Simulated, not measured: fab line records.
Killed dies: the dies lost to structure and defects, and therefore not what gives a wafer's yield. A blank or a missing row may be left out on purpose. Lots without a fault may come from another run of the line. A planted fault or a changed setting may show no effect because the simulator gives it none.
Shared-tool check | flow gf180mcu | 42 wafers sampled across 12 lots

== WHY THIS WAS OPENED ==
GF_MVPSD_TW_MEAS_11, reading MVPSD_TW: flagged on 2 of 12 lots. No-fault wafers: 553.8, standard deviation 2.9.
Rule: a lot gets a flag if all its wafers with a number sit over 4 standard deviations from that mean, or if no wafer of it has a number. All remaining lots are regarded as sound.

lot  | measured     | on           | MVPSD_TW, wafer by wafer            | flag
L740 | day 4 23:24  | filmMetro-01 | 556.0 557.5 554.8                   | 
L741 | day 5 04:04  | filmMetro-03 | 553.8 553.5 554.9                   | 
L742 | day 5 12:39  | filmMetro-04 | 553.3 557.4 556.7                   | 
L743 | day 5 15:58  | filmMetro-03 | 554.8 554.7 551.2                   | 
L745 | day 6 02:57  | filmMetro-01 | 551.4 551.6 549.9                   | 
L746 | day 6 08:43  | filmMetro-01 | 553.7 550.6 551.0                   | 
L754 | day 8 18:40  | filmMetro-04 | 583.4 579.3 581.7 580.6 581.6 581.2 | FLAGGED
L757 | day 9 21:31  | filmMetro-04 | 579.3 580.6 577.7 580.5 576.6 577.3 | FLAGGED
L758 | day 9 21:49  | filmMetro-01 | 555.3 554.3 554.4                   | 
L760 | day 10 04:37 | filmMetro-01 | 553.8 551.8 555.6                   | 
L761 | day 10 12:32 | filmMetro-03 | 545.8 547.5 546.6                   | 
L763 | day 11 02:57 | filmMetro-01 | 559.1 554.7 559.7                   | 
The numbers of the flagged lots are 580.0 on average: +26.2 against the usual, or +9 standard deviations.

== EACH LOT AND THE TOOL IT RAN ON ==
The record holds 1 process step before the reading, out of a route of 602 steps. In each cell: the tool, then ch and the chambers that the sampled wafers went through, then the start.
lot  | flag    | GF_MVPSD_IMPLANT_09
L740 |         | implanter-01 ch 0, day 4 23:09
L741 |         | implanter-01 ch 0, day 5 03:50
L742 |         | implanter-01 ch 0, day 5 12:24
L743 |         | implanter-01 ch 0, day 5 15:44
L745 |         | implanter-03 ch 0, day 6 02:42
L746 |         | implanter-04 ch 0, day 6 08:29
L754 | FLAGGED | implanter-01 ch 0, day 8 18:26
L757 | FLAGGED | implanter-01 ch 0, day 9 21:17
L758 |         | implanter-03 ch 0, day 9 21:35
L760 |         | implanter-03 ch 0, day 10 04:23
L761 |         | implanter-04 ch 0, day 10 12:20
L763 |         | implanter-03 ch 0, day 11 02:42
What is done by these steps:
- GF_MVPSD_IMPLANT_09
- GF_MVPSD_TW_MEAS_11

== FLAGGED OVER TOTAL, TOOL BY TOOL (the gauges that took the reading come last) ==
step                | tool         | lots run | flagged | share of the flagged lots | sound lots run after its first flagged lot
GF_MVPSD_IMPLANT_09 | implanter-01 | 6        | 2       | all                       | 0
GF_MVPSD_IMPLANT_09 | implanter-03 | 4        | 0       | none                      | -
GF_MVPSD_IMPLANT_09 | implanter-04 | 2        | 0       | none                      | -
GF_MVPSD_TW_MEAS_11 | filmMetro-01 | 6        | 0       | none                      | -
GF_MVPSD_TW_MEAS_11 | filmMetro-03 | 3        | 0       | none                      | -
GF_MVPSD_TW_MEAS_11 | filmMetro-04 | 3        | 2       | all                       | 0

== WHAT THE TABLE PERMITS ==
implanter-01 at GF_MVPSD_IMPLANT_09 and filmMetro-04 at GF_MVPSD_TW_MEAS_11 are the 2 rows of the table that ran each flagged lot.
- implanter-01 at GF_MVPSD_IMPLANT_09: 2 of its 6 lots flagged. A fault beginning between L743 (day 5 15:44), its last sound lot, and L754 (day 8 18:26), its first flagged one, fits the data. Its own readings lie more than 4 standard deviations out on every wafer of the flagged lots: doseIonsCm2, faradayCurrentUA.
- filmMetro-04 at GF_MVPSD_TW_MEAS_11: 2 of its 3 lots flagged. A fault beginning between L742 (day 5 12:39), its last sound lot, and L754 (day 8 18:40), its first flagged one, fits the data.
A lot count leaves these 2 tools indistinguishable: every one of them fits a fault beginning at some hour. More lots, or a look at what each step does to the wafer, might.

== WHAT HAD BEEN PUT IN BY THE SIMULATOR ==
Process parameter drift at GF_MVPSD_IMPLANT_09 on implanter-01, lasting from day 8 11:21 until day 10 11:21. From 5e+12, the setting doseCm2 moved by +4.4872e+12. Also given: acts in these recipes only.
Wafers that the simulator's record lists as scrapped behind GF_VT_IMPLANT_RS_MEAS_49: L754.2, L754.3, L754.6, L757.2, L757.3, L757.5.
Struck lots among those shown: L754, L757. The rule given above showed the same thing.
